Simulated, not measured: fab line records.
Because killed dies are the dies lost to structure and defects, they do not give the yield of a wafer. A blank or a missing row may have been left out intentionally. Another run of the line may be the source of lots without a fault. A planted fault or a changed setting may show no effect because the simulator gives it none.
A struck lot beside a sound one | flow sky130 | 17 steps out of a route of 708
Sound: these wafers, L454.1, L454.4, L454.6. The struck wafers were L472.1, L472.2, L472.4. At the end, the cause is stated.
At each step with rows: each side's tool, then ch and its chambers, then its first start. Under that, the readings that differ: sound wafers | struck wafers | difference of the means | sigmas: that difference in standard deviations of wafers without a fault.
alike: words and numbers the same on both sides, and readings whose means are apart by under 2 such deviations; not compared: readings that were withheld, readings missing a value for some wafer, numbers with overlapping values and no deviation given by the record, and bounds like >300 which may hide the same value.
A row with sigmas, a row that says differs or no value, or rows on one side alone: a step with any of these is where the two part. Numbers that don't overlap but have no deviation are shown without sigmas and don't part them. Lack of a reading on every wafer of one side parts them only where that side has two or more wafers.

SKY_VIA2_CMP_02: polishes SiO2.
  sound on cmp-01 ch 0,2,3, day 36 23:59; struck on cmp-01 ch 0,1,3, day 41 12:52
  alike: motorCurrentA
SKY_VIA2_BOW_MEAS_03:
  sound on filmMetro-04, day 37 00:11; struck on filmMetro-03, day 41 13:10
  alike: VIA2_BOW
then, 8 steps without rows for these wafers: SKY_VIA2_DEHYDRATE_04 (time 60 s); SKY_VIA2_HMDS_05 (prime time 60 s); SKY_VIA2_COAT_06 (resist thk 60 nm); SKY_VIA2_COAT_07 (resist thk 450 nm); SKY_VIA2_SOFTBAKE_08 (time 90 s); SKY_VIA2_EXPOSE_09 (exposes mask VIM2, target cd 200 nm); SKY_VIA2_PEB_10; SKY_VIA2_DEVELOP_11 (develop time 60 s).
SKY_VIA2_CD_MEAS_12: the cd target is 200 nm.
  sound on cdSem-01, day 38 02:23; struck on cdSem-01, day 42 12:19
  alike: cdNm
SKY_VIA2_OVL_MEAS_13:
  sound on overlay-01, day 38 02:30; struck on overlay-02, day 42 12:26
  alike: VIA2_OVL
SKY_VIA2_ETCH_14: etches BARC in N2/H2, stops on SiO2, time 45.9 s, target depth 60 nm.
  sound on rieDiel-04 ch 2,3, day 38 02:32; struck on rieDiel-01 ch 0,2,3, day 42 12:28
  no value came back on the struck wafers for any of 5 readings (biasW (W), chamberPressureMTorr (mTorr) and others); on the sound wafers biasW (W) reads 100.14 100.03 99.83
reading                                    | sound             | struck            | difference | sigmas
model.KrF-thick_of_VIA2_COAT_07.thkNm (nm) | 392.5 392.7 393.7 | 439.4 438.1 437.3 | +45.3      | 
  not compared: rfHoursCounterH
SKY_VIA2_ETCH_15: etches SiO2 in C4F8/O2/Ar, stops on TiN, target depth 546 nm, time 84 s.
  sound on rieDiel-04 ch 2,3, day 38 02:35; struck on rieDiel-01 ch 0,2,3, day 42 12:30
reading                                    | sound             | struck            | difference | sigmas
oesProductAu (a.u.)                        | 0.934 0.935 0.942 | 0.378 0.377 0.370 | -0.562     | -99 or more
model.KrF-thick_of_VIA2_COAT_07.thkNm (nm) | 281.7 284.2 285   | 330.3 329.4 328.8 | +45.9      | 
  alike: biasW, chamberPressureMTorr
  not compared: rfHoursCounterH
SKY_VIA2_STRIP_16: strips in O2/N2.
  sound on plasmaAsher-02 ch 0,1, day 38 02:38; struck on plasmaAsher-03 ch 0,1, day 42 12:34
reading                  | sound             | struck            | difference | sigmas
oesProductAu (a.u.)      | 0.392 0.403 0.396 | 0.421 0.420 0.419 | +0.023     | +5
stripTimeToEndpointS (s) | 4.035 4.072 4.065 | 4.554 4.531 4.516 | +0.476     | +18
  alike: drypumpMotorCurrentA
  not compared: rfHoursCounterH
then, 1 step without rows for these wafers: SKY_VIA2_STRIP_17 (strips in post etch residue remover, time 1200 s).
-- the record jumps here: 8 days lie between the struck wafers' starts before and after (it left off in module VIA2 and takes up again in module PAD_OPEN, whose first step shown is number 708 of the route) --
SKY_PAD_OPEN_PROBE_99:
  rows exist in the record for the struck wafers here (prober-02, day 50 13:21), but not for the sound ones

== WHERE THEY PART ==
Earliest at SKY_VIA2_ETCH_14; latest, in this record, at SKY_PAD_OPEN_PROBE_99.

WHY: the cause the simulator had injected
Step skipped in full: rieDiel-01, at SKY_VIA2_ETCH_14, from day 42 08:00 onward. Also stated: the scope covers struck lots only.
